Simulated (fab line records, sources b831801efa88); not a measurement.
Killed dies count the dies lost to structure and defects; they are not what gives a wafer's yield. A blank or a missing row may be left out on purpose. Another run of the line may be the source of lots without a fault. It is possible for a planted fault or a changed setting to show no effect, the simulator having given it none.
fab line records || flow sky130 || part 2 of 2: steps 32 to 44 of 44
record: {"lots": 5, "wafers": 15, "last_day": 50}
route steps=708 shown SONOS_ONO@181 GATE_OXIDE@187 POLY_GATE@204 RES_PROTECT@206
lots untouched by any fault: they come from a run of this same line in which no faults occurred
start_h: the number of hours between the record's first day and the start of the first shown wafer of the lot || wait_h: how many hours have passed since the lot's step before this one || " identical to the entry in the row above || L1.1+2: several wafers, shown together as one row || - value missing, or start not given || * or withheld: withheld || < > ~ a bound
route shown NAME@n: a module of which the file shows steps, and the number in the route of the first || usual: the fault-free wafers' mean and standard deviation || same: alike in all rows || chamber/n: place in a boat || sites: readings site by site || _std_site: how widely they spread, as a standard deviation || _edge_site: outer sites' mean less inner sites' || radius_mm: how far each site lies from the wafer's centre || mask NAME#n: copy n || behind: the last tool/chamber to shape the wafer || hold: cause of the lot's hold/its duration in hours/its outcome || device: which transistor (n, p or np) failed to switch || end of line: the tests these same wafers got at the end of their route || where a step has no rows: the recipe by itself || killed: the dies lost at the first sort to structure and to defects; this is not the yield of the wafer || map: shows each die of a wafer: x if killed, . if not, _ if none is there
set.NAME: the setting the step ran with; set.NAME@STEP: the setting that earlier step ran with || model.NAME: the simulator's own value behind a step, which no gauge read
lots at selected steps of the route; one table per step, one row per wafer
services: from which hour (start_h, from the record's first day; less than 0 if before it) a tool's chamber was out of use, for how many hours, and why
== steps ==
step: SKY_RES_PROTECT_DEVELOP_06
recipe: {"resist": "NOVOLAK", "developer": "TMAH", "develop_time_s": 60, "dev_temp_c": 23}
{"lot.wafer": "L075.1+3+6", "tool": "litho_track-04", "chamber": 0, "start_h": 353.28, "wait_h": 0.1}
{"lot.wafer": "L084.2+4+5", "tool": "litho_track-01", "chamber": 0, "start_h": 429.88, "wait_h": 0.1}
{"lot.wafer": "L089.3+4+6", "tool": "litho_track-04", "chamber": 0, "start_h": 473.58, "wait_h": 0.1}
{"lot.wafer": "L092.2+3+5", "tool": "litho_track-03", "chamber": 0, "start_h": 500.95, "wait_h": 0.1}
{"lot.wafer": "L097.2+3+5", "tool": "litho_track-03", "chamber": 0, "start_h": 536.50, "wait_h": 0.1}
step: SKY_POLY_GATE_IMPLANT_02
recipe: {"species": "P", "energy_kev": 30, "dose_cm2": 7.7e+15, "tilt_deg": 0}
{"lot.wafer": "L075.1+3+6", "tool": "implanter-03", "chamber": 0, "start_h": 353.43, "wait_h": 0.1}
{"lot.wafer": "L084.2+4+5", "tool": "implanter-01", "chamber": 0, "start_h": 430.03, "wait_h": 0.1}
{"lot.wafer": "L089.3+4+6", "tool": "implanter-03", "chamber": 0, "start_h": 473.73, "wait_h": 0.1}
{"lot.wafer": "L092.2+3+5", "tool": "implanter-03", "chamber": 0, "start_h": 501.10, "wait_h": 0.1}
{"lot.wafer": "L097.2+3+5", "tool": "implanter-02", "chamber": 0, "start_h": 536.65, "wait_h": 0.1}
step: SKY_RES_PROTECT_STRIP_07
recipe: {"chemistry": "O2/N2", "power_w": 1400, "pressure_mtorr": 1500, "platen_temp_c": "withheld", "o2_flow_sccm": 3000, "n2_flow_sccm": 300, "overash_fraction": 0.5}
usual: {"drypump_motor_current_A": "5.36/0.18", "oes_product_au": "0.517/0.0046", "strip_time_to_endpoint_s": "23.28/0.046"}
{"lot.wafer": "L075.1", "tool": "plasma_asher-02", "chamber": 1, "start_h": 353.58, "wait_h": 0.1, "drypump_motor_current_A": 5.38, "oes_product_au": 0.516, "rf_hours_counter_h": 62, "strip_time_to_endpoint_s": 23.28}
{"lot.wafer": "L075.3", "tool": "plasma_asher-02", "chamber": 0, "start_h": 353.58, "wait_h": 0.1, "drypump_motor_current_A": 5.72, "oes_product_au": 0.516, "rf_hours_counter_h": "-", "strip_time_to_endpoint_s": 23.24}
{"lot.wafer": "L075.6", "tool": "plasma_asher-02", "chamber": 1, "start_h": 353.58, "wait_h": 0.1, "drypump_motor_current_A": 5.37, "oes_product_au": 0.513, "rf_hours_counter_h": "-", "strip_time_to_endpoint_s": 23.27}
{"lot.wafer": "L084.2", "tool": "plasma_asher-02", "chamber": 0, "start_h": 430.16, "wait_h": 0.1, "drypump_motor_current_A": 5.71, "oes_product_au": 0.523, "rf_hours_counter_h": 70, "strip_time_to_endpoint_s": 23.25}
{"lot.wafer": "L084.4", "tool": "plasma_asher-02", "chamber": 0, "start_h": 430.16, "wait_h": 0.1, "drypump_motor_current_A": 5.72, "oes_product_au": 0.521, "rf_hours_counter_h": "-", "strip_time_to_endpoint_s": 23.32}
{"lot.wafer": "L084.5", "tool": "plasma_asher-02", "chamber": 1, "start_h": 430.16, "wait_h": 0.1, "drypump_motor_current_A": 5.40, "oes_product_au": 0.521, "rf_hours_counter_h": "-", "strip_time_to_endpoint_s": 23.24}
{"lot.wafer": "L089.3", "tool": "plasma_asher-01", "chamber": 0, "start_h": 473.86, "wait_h": 0.1, "drypump_motor_current_A": 5.27, "oes_product_au": 0.522, "rf_hours_counter_h": "-", "strip_time_to_endpoint_s": 23.26}
{"lot.wafer": "L089.4", "tool": "plasma_asher-01", "chamber": 1, "start_h": 473.86, "wait_h": 0.1, "drypump_motor_current_A": 5.34, "oes_product_au": 0.518, "rf_hours_counter_h": "-", "strip_time_to_endpoint_s": 23.23}
{"lot.wafer": "L089.6", "tool": "plasma_asher-01", "chamber": 0, "start_h": 473.86, "wait_h": 0.1, "drypump_motor_current_A": 5.23, "oes_product_au": 0.518, "rf_hours_counter_h": "-", "strip_time_to_endpoint_s": 23.32}
{"lot.wafer": "L092.2", "tool": "plasma_asher-04", "chamber": 1, "start_h": 501.23, "wait_h": 0.1, "drypump_motor_current_A": 5.15, "oes_product_au": 0.515, "rf_hours_counter_h": 61, "strip_time_to_endpoint_s": 23.21}
{"lot.wafer": "L092.3", "tool": "plasma_asher-04", "chamber": 1, "start_h": 501.23, "wait_h": 0.1, "drypump_motor_current_A": 5.15, "oes_product_au": 0.525, "rf_hours_counter_h": "-", "strip_time_to_endpoint_s": 23.22}
{"lot.wafer": "L092.5", "tool": "plasma_asher-04", "chamber": 0, "start_h": 501.23, "wait_h": 0.1, "drypump_motor_current_A": 5.22, "oes_product_au": 0.515, "rf_hours_counter_h": "-", "strip_time_to_endpoint_s": 23.22}
{"lot.wafer": "L097.2", "tool": "plasma_asher-01", "chamber": 0, "start_h": 536.78, "wait_h": 0.1, "drypump_motor_current_A": 5.24, "oes_product_au": 0.522, "rf_hours_counter_h": 9, "strip_time_to_endpoint_s": 23.26}
{"lot.wafer": "L097.3", "tool": "plasma_asher-01", "chamber": 1, "start_h": 536.78, "wait_h": 0.1, "drypump_motor_current_A": 5.32, "oes_product_au": 0.515, "rf_hours_counter_h": "-", "strip_time_to_endpoint_s": 23.29}
{"lot.wafer": "L097.5", "tool": "plasma_asher-01", "chamber": 1, "start_h": 536.78, "wait_h": 0.1, "drypump_motor_current_A": 5.32, "oes_product_au": 0.521, "rf_hours_counter_h": "-", "strip_time_to_endpoint_s": 23.24}
step: SKY_RES_PROTECT_TW_MEAS_08
usual: {"POLY_GATE_TW": "4038/32"}
{"lot.wafer": "L075.1", "tool": "film_metro-02", "chamber": "-", "start_h": 353.68, "wait_h": 0.1, "POLY_GATE_TW": 4014}
{"lot.wafer": "L075.3", "tool": "film_metro-02", "chamber": "-", "start_h": 353.68, "wait_h": 0.1, "POLY_GATE_TW": 4009}
{"lot.wafer": "L075.6", "tool": "film_metro-02", "chamber": "-", "start_h": 353.68, "wait_h": 0.1, "POLY_GATE_TW": 4008}
{"lot.wafer": "L084.2", "tool": "film_metro-02", "chamber": "-", "start_h": 430.27, "wait_h": 0.1, "POLY_GATE_TW": 4009}
{"lot.wafer": "L084.4", "tool": "film_metro-02", "chamber": "-", "start_h": 430.27, "wait_h": 0.1, "POLY_GATE_TW": 3990}
{"lot.wafer": "L084.5", "tool": "film_metro-02", "chamber": "-", "start_h": 430.27, "wait_h": 0.1, "POLY_GATE_TW": 3982}
{"lot.wafer": "L089.3", "tool": "film_metro-04", "chamber": "-", "start_h": 473.95, "wait_h": 0.1, "POLY_GATE_TW": 4065}
{"lot.wafer": "L089.4", "tool": "film_metro-04", "chamber": "-", "start_h": 473.95, "wait_h": 0.1, "POLY_GATE_TW": 4065}
{"lot.wafer": "L089.6", "tool": "film_metro-04", "chamber": "-", "start_h": 473.95, "wait_h": 0.1, "POLY_GATE_TW": 4096}
{"lot.wafer": "L092.2", "tool": "film_metro-02", "chamber": "-", "start_h": 501.34, "wait_h": 0.1, "POLY_GATE_TW": 3993}
{"lot.wafer": "L092.3", "tool": "film_metro-02", "chamber": "-", "start_h": 501.34, "wait_h": 0.1, "POLY_GATE_TW": 4009}
{"lot.wafer": "L092.5", "tool": "film_metro-02", "chamber": "-", "start_h": 501.34, "wait_h": 0.1, "POLY_GATE_TW": 4024}
{"lot.wafer": "L097.2", "tool": "film_metro-01", "chamber": "-", "start_h": 536.89, "wait_h": 0.1, "POLY_GATE_TW": 4024}
{"lot.wafer": "L097.3", "tool": "film_metro-01", "chamber": "-", "start_h": 536.89, "wait_h": 0.1, "POLY_GATE_TW": 4007}
{"lot.wafer": "L097.5", "tool": "film_metro-01", "chamber": "-", "start_h": 536.89, "wait_h": 0.1, "POLY_GATE_TW": 3993}
step: SKY_RES_PROTECT_CLEAN_09
recipe: {"chemistry": "SC1/SC2", "mix": "1:4:20", "temp_c": 70, "time_s": 150, "dry": "n2_spin"}
{"lot.wafer": "L075.1+3+6", "tool": "wet_bench-01", "chamber": 1, "start_h": 353.74, "wait_h": 0.1}
{"lot.wafer": "L084.2+4+5", "tool": "wet_bench-01", "chamber": 3, "start_h": 430.32, "wait_h": 0.0}
{"lot.wafer": "L089.3+4+6", "tool": "wet_bench-04", "chamber": 3, "start_h": 473.99, "wait_h": 0.0}
{"lot.wafer": "L092.2+3+5", "tool": "wet_bench-04", "chamber": 0, "start_h": 501.39, "wait_h": 0.0}
{"lot.wafer": "L097.2+3+5", "tool": "wet_bench-04", "chamber": 3, "start_h": 536.94, "wait_h": 0.0}
step: SKY_POLY_GATE_CVD_03
recipe: {"material": "Si3N4", "precursor": "DCS/NH3", "target_thk_nm": 75, "temp_c": 770, "time_s": 1290, "pressure_mtorr": 250}
usual: {"zone_power_top_pct": "26.3/0.57"}
{"lot.wafer": "L075.1", "tool": "lpcvd-02", "chamber": 1, "start_h": 355.83, "wait_h": 2.0, "zone_power_top_pct": 26.3}
{"lot.wafer": "L075.3", "tool": "lpcvd-02", "chamber": 1, "start_h": 355.83, "wait_h": 2.0, "zone_power_top_pct": 26.2}
{"lot.wafer": "L075.6", "tool": "lpcvd-02", "chamber": 1, "start_h": 355.83, "wait_h": 2.0, "zone_power_top_pct": 26.0}
{"lot.wafer": "L084.2", "tool": "lpcvd-02", "chamber": 1, "start_h": 431.45, "wait_h": 1.1, "zone_power_top_pct": 25.8}
{"lot.wafer": "L084.4", "tool": "lpcvd-02", "chamber": 1, "start_h": 431.45, "wait_h": 1.1, "zone_power_top_pct": 25.9}
{"lot.wafer": "L084.5", "tool": "lpcvd-02", "chamber": 1, "start_h": 431.45, "wait_h": 1.1, "zone_power_top_pct": 26.0}
{"lot.wafer": "L089.3", "tool": "lpcvd-02", "chamber": 0, "start_h": 474.04, "wait_h": 0.0, "zone_power_top_pct": 27.2}
{"lot.wafer": "L089.4", "tool": "lpcvd-02", "chamber": 0, "start_h": 474.04, "wait_h": 0.0, "zone_power_top_pct": 26.7}
{"lot.wafer": "L089.6", "tool": "lpcvd-02", "chamber": 0, "start_h": 474.04, "wait_h": 0.0, "zone_power_top_pct": 27.3}
{"lot.wafer": "L092.2", "tool": "lpcvd-02", "chamber": 1, "start_h": 501.44, "wait_h": 0.0, "zone_power_top_pct": 25.6}
{"lot.wafer": "L092.3", "tool": "lpcvd-02", "chamber": 1, "start_h": 501.44, "wait_h": 0.0, "zone_power_top_pct": 26.2}
{"lot.wafer": "L092.5", "tool": "lpcvd-02", "chamber": 1, "start_h": 501.44, "wait_h": 0.0, "zone_power_top_pct": 26.1}
{"lot.wafer": "L097.2", "tool": "lpcvd-02", "chamber": 0, "start_h": 537.79, "wait_h": 0.8, "zone_power_top_pct": 27.2}
{"lot.wafer": "L097.3", "tool": "lpcvd-02", "chamber": 0, "start_h": 537.79, "wait_h": 0.8, "zone_power_top_pct": 26.5}
{"lot.wafer": "L097.5", "tool": "lpcvd-02", "chamber": 0, "start_h": 537.79, "wait_h": 0.8, "zone_power_top_pct": 27.3}
step: SKY_POLY_GATE_THK_MEAS_04
recipe: {"reads": "Si3N4_of_POLY_GATE_CVD_03"}
usual: {"POLY_GATE_CVD_03_THK": "75.0/0.63"}
{"lot.wafer": "L075.1", "tool": "film_metro-01", "chamber": "-", "start_h": 357.19, "wait_h": 0.0, "POLY_GATE_CVD_03_THK[nm]": 75.4}
{"lot.wafer": "L075.3", "tool": "film_metro-01", "chamber": "-", "start_h": 357.19, "wait_h": 0.0, "POLY_GATE_CVD_03_THK[nm]": 75.4}
{"lot.wafer": "L075.6", "tool": "film_metro-01", "chamber": "-", "start_h": 357.19, "wait_h": 0.0, "POLY_GATE_CVD_03_THK[nm]": 75.6}
{"lot.wafer": "L084.2", "tool": "film_metro-02", "chamber": "-", "start_h": 432.82, "wait_h": 0.0, "POLY_GATE_CVD_03_THK[nm]": 75.0}
{"lot.wafer": "L084.4", "tool": "film_metro-02", "chamber": "-", "start_h": 432.82, "wait_h": 0.0, "POLY_GATE_CVD_03_THK[nm]": 74.6}
{"lot.wafer": "L084.5", "tool": "film_metro-02", "chamber": "-", "start_h": 432.82, "wait_h": 0.0, "POLY_GATE_CVD_03_THK[nm]": 74.8}
{"lot.wafer": "L089.3", "tool": "film_metro-02", "chamber": "-", "start_h": 475.42, "wait_h": 0.0, "POLY_GATE_CVD_03_THK[nm]": 74.3}
{"lot.wafer": "L089.4", "tool": "film_metro-02", "chamber": "-", "start_h": 475.42, "wait_h": 0.0, "POLY_GATE_CVD_03_THK[nm]": 74.8}
{"lot.wafer": "L089.6", "tool": "film_metro-02", "chamber": "-", "start_h": 475.42, "wait_h": 0.0, "POLY_GATE_CVD_03_THK[nm]": 74.4}
{"lot.wafer": "L092.2", "tool": "film_metro-01", "chamber": "-", "start_h": 502.81, "wait_h": 0.0, "POLY_GATE_CVD_03_THK[nm]": 75.2}
{"lot.wafer": "L092.3", "tool": "film_metro-01", "chamber": "-", "start_h": 502.81, "wait_h": 0.0, "POLY_GATE_CVD_03_THK[nm]": 75.3}
{"lot.wafer": "L092.5", "tool": "film_metro-01", "chamber": "-", "start_h": 502.81, "wait_h": 0.0, "POLY_GATE_CVD_03_THK[nm]": 75.0}
{"lot.wafer": "L097.2", "tool": "film_metro-02", "chamber": "-", "start_h": 539.15, "wait_h": 0.0, "POLY_GATE_CVD_03_THK[nm]": 74.5}
{"lot.wafer": "L097.3", "tool": "film_metro-02", "chamber": "-", "start_h": 539.15, "wait_h": 0.0, "POLY_GATE_CVD_03_THK[nm]": 74.5}
{"lot.wafer": "L097.5", "tool": "film_metro-02", "chamber": "-", "start_h": 539.15, "wait_h": 0.0, "POLY_GATE_CVD_03_THK[nm]": 74.8}
step: SKY_POLY_GATE_DEHYDRATE_05
recipe: {"temp_c": 200, "time_s": 60}
{"lot.wafer": "L075.1+3+6", "tool": "litho_track-02", "chamber": 0, "start_h": 370.06, "wait_h": 12.9}
{"lot.wafer": "L084.2+4+5", "tool": "litho_track-04", "chamber": 0, "start_h": 447.61, "wait_h": 14.8}
{"lot.wafer": "L089.3+4+6", "tool": "litho_track-04", "chamber": 0, "start_h": 490.78, "wait_h": 15.4}
{"lot.wafer": "L092.2+3+5", "tool": "litho_track-04", "chamber": 0, "start_h": 517.21, "wait_h": 14.4}
{"lot.wafer": "L097.2+3+5", "tool": "litho_track-04", "chamber": 0, "start_h": 552.86, "wait_h": 13.7}
step: SKY_POLY_GATE_HMDS_06
recipe: {"prime_time_s": 60, "prime_temp_c": 120}
{"lot.wafer": "L075.1+3+6", "tool": "litho_track-02", "chamber": 0, "start_h": 370.21, "wait_h": 0.1}
{"lot.wafer": "L084.2+4+5", "tool": "litho_track-04", "chamber": 0, "start_h": 447.76, "wait_h": 0.1}
{"lot.wafer": "L089.3+4+6", "tool": "litho_track-04", "chamber": 0, "start_h": 490.93, "wait_h": 0.1}
{"lot.wafer": "L092.2+3+5", "tool": "litho_track-04", "chamber": 0, "start_h": 517.36, "wait_h": 0.1}
{"lot.wafer": "L097.2+3+5", "tool": "litho_track-04", "chamber": 0, "start_h": 553.01, "wait_h": 0.1}
step: SKY_POLY_GATE_COAT_07
recipe: {"resist": "BARC", "temp_c": "withheld", "time_s": "withheld", "spin_rpm": 3000, "resist_thk_nm": 110}
{"lot.wafer": "L075.1+3+6", "tool": "litho_track-02", "chamber": 0, "start_h": 370.36, "wait_h": 0.1}
{"lot.wafer": "L084.2+4+5", "tool": "litho_track-04", "chamber": 0, "start_h": 447.91, "wait_h": 0.1}
{"lot.wafer": "L089.3+4+6", "tool": "litho_track-04", "chamber": 0, "start_h": 491.08, "wait_h": 0.1}
{"lot.wafer": "L092.2+3+5", "tool": "litho_track-04", "chamber": 0, "start_h": 517.51, "wait_h": 0.1}
{"lot.wafer": "L097.2+3+5", "tool": "litho_track-04", "chamber": 0, "start_h": 553.16, "wait_h": 0.1}
step: SKY_POLY_GATE_COAT_08
recipe: {"resist": "KrF-thick", "spin_rpm": 3000, "resist_thk_nm": 450}
{"lot.wafer": "L075.1+3+6", "tool": "litho_track-02", "chamber": 0, "start_h": "-", "wait_h": "-"}
{"lot.wafer": "L084.2+4+5", "tool": "litho_track-04", "chamber": 0, "start_h": "-", "wait_h": "-"}
{"lot.wafer": "L089.3+4+6", "tool": "litho_track-04", "chamber": 0, "start_h": "-", "wait_h": "-"}
{"lot.wafer": "L092.2+3+5", "tool": "litho_track-04", "chamber": 0, "start_h": "-", "wait_h": "-"}
{"lot.wafer": "L097.2+3+5", "tool": "litho_track-04", "chamber": 0, "start_h": "-", "wait_h": "-"}
step: SKY_POLY_GATE_SOFTBAKE_09
recipe: {"temp_c": 100, "time_s": 90, "resist": "KrF-thick"}
{"lot.wafer": "L075.1+3+6", "tool": "litho_track-02", "chamber": 0, "start_h": "-", "wait_h": "-"}
{"lot.wafer": "L084.2+4+5", "tool": "litho_track-04", "chamber": 0, "start_h": "-", "wait_h": "-"}
{"lot.wafer": "L089.3+4+6", "tool": "litho_track-04", "chamber": 0, "start_h": "-", "wait_h": "-"}
{"lot.wafer": "L092.2+3+5", "tool": "litho_track-04", "chamber": 0, "start_h": "-", "wait_h": "-"}
{"lot.wafer": "L097.2+3+5", "tool": "litho_track-04", "chamber": 0, "start_h": "-", "wait_h": "-"}
step: SKY_POLY_GATE_EXPOSE_10
recipe: {"mask_id": "P1M", "na": 0.68, "source_shape": "conventional", "sigma_outer": 0.6, "target_cd_nm": 150, "dose_mj": 28}
usual: {"stage_vel_mm_s": "499.94/0.29"}
{"lot.wafer": "L075.1", "tool": "krf_scanner-02", "chamber": 0, "start_h": "-", "wait_h": "-", "mask": "P1M#0", "stage_vel_mm_s": 499.36}
{"lot.wafer": "L075.3", "tool": "krf_scanner-02", "chamber": 0, "start_h": "-", "wait_h": "-", "mask": "P1M#0", "stage_vel_mm_s": 499.99}
{"lot.wafer": "L075.6", "tool": "krf_scanner-02", "chamber": 0, "start_h": "-", "wait_h": "-", "mask": "P1M#0", "stage_vel_mm_s": 499.71}
{"lot.wafer": "L084.2", "tool": "krf_scanner-01", "chamber": 0, "start_h": "-", "wait_h": "-", "mask": "P1M#0", "stage_vel_mm_s": 499.66}
{"lot.wafer": "L084.4", "tool": "krf_scanner-01", "chamber": 0, "start_h": "-", "wait_h": "-", "mask": "P1M#0", "stage_vel_mm_s": 499.42}
{"lot.wafer": "L084.5", "tool": "krf_scanner-01", "chamber": 0, "start_h": "-", "wait_h": "-", "mask": "P1M#0", "stage_vel_mm_s": 499.83}
{"lot.wafer": "L089.3", "tool": "krf_scanner-02", "chamber": 0, "start_h": "-", "wait_h": "-", "mask": "P1M#0", "stage_vel_mm_s": 500.17}
{"lot.wafer": "L089.4", "tool": "krf_scanner-02", "chamber": 0, "start_h": "-", "wait_h": "-", "mask": "P1M#0", "stage_vel_mm_s": 500.34}
{"lot.wafer": "L089.6", "tool": "krf_scanner-02", "chamber": 0, "start_h": "-", "wait_h": "-", "mask": "P1M#0", "stage_vel_mm_s": 500.39}
{"lot.wafer": "L092.2", "tool": "krf_scanner-01", "chamber": 0, "start_h": "-", "wait_h": "-", "mask": "P1M#0", "stage_vel_mm_s": 499.55}
{"lot.wafer": "L092.3", "tool": "krf_scanner-01", "chamber": 0, "start_h": "-", "wait_h": "-", "mask": "P1M#0", "stage_vel_mm_s": 499.37}
{"lot.wafer": "L092.5", "tool": "krf_scanner-01", "chamber": 0, "start_h": "-", "wait_h": "-", "mask": "P1M#0", "stage_vel_mm_s": 499.64}
{"lot.wafer": "L097.2", "tool": "krf_scanner-01", "chamber": 0, "start_h": "-", "wait_h": "-", "mask": "P1M#0", "stage_vel_mm_s": 500.01}
{"lot.wafer": "L097.3", "tool": "krf_scanner-01", "chamber": 0, "start_h": "-", "wait_h": "-", "mask": "P1M#0", "stage_vel_mm_s": 500.51}
{"lot.wafer": "L097.5", "tool": "krf_scanner-01", "chamber": 0, "start_h": "-", "wait_h": "-", "mask": "P1M#0", "stage_vel_mm_s": 500.25}
== services ==
{"tool": "implanter-03", "chamber": "-", "start_h": 271.68, "hours": 26.6, "kind": "repair"}
{"tool": "furnace-01", "chamber": "-", "start_h": 286.45, "hours": 3.4, "kind": "pm"}
{"tool": "furnace-02", "chamber": "-", "start_h": 291.73, "hours": 3.8, "kind": "pm"}
{"tool": "iline_stepper-01", "chamber": "-", "start_h": 291.93, "hours": 4.4, "kind": "pm"}
{"tool": "implanter-03", "chamber": "-", "start_h": 297.90, "hours": 2.2, "kind": "repair"}
{"tool": "iline_stepper-01", "chamber": "-", "start_h": 301.57, "hours": 3.4, "kind": "repair"}
{"tool": "wet_bench-03", "chamber": "-", "start_h": 310.29, "hours": 11.5, "kind": "repair"}
{"tool": "iline_stepper-02", "chamber": "-", "start_h": 331.40, "hours": 1.7, "kind": "pm"}
{"tool": "lpcvd-02", "chamber": "-", "start_h": 341.59, "hours": 6.0, "kind": "pm"}
{"tool": "iline_stepper-02", "chamber": "-", "start_h": 372.98, "hours": 28.9, "kind": "pm"}
{"tool": "furnace-01", "chamber": "-", "start_h": 381.03, "hours": 3.8, "kind": "pm"}
{"tool": "plasma_asher-04", "chamber": "-", "start_h": 381.06, "hours": 14.6, "kind": "pm"}
{"tool": "implanter-03", "chamber": "-", "start_h": 398.58, "hours": 3.2, "kind": "repair"}
{"tool": "plasma_asher-04", "chamber": "-", "start_h": 401.93, "hours": 1.6, "kind": "repair"}
{"tool": "implanter-03", "chamber": "-", "start_h": 403.82, "hours": 0.6, "kind": "repair"}
{"tool": "furnace-02", "chamber": "-", "start_h": 419.23, "hours": 3.5, "kind": "pm"}
{"tool": "wet_bench-01", "chamber": "-", "start_h": 477.74, "hours": 1.9, "kind": "pm"}
{"tool": "lpcvd-01", "chamber": "-", "start_h": 492.33, "hours": 0.6, "kind": "repair"}
{"tool": "implanter-03", "chamber": "-", "start_h": 504.84, "hours": 1.8, "kind": "repair"}
{"tool": "furnace-02", "chamber": "-", "start_h": 525.37, "hours": 4.1, "kind": "pm"}
{"tool": "lpcvd-02", "chamber": "-", "start_h": 544.21, "hours": 14.6, "kind": "pm"}
{"tool": "furnace-01", "chamber": "-", "start_h": 548.85, "hours": 3.2, "kind": "pm"}
{"tool": "iline_stepper-02", "chamber": "-", "start_h": 549.58, "hours": 1.7, "kind": "pm"}
{"tool": "wet_bench-02", "chamber": "-", "start_h": 551.30, "hours": 0.5, "kind": "repair"}
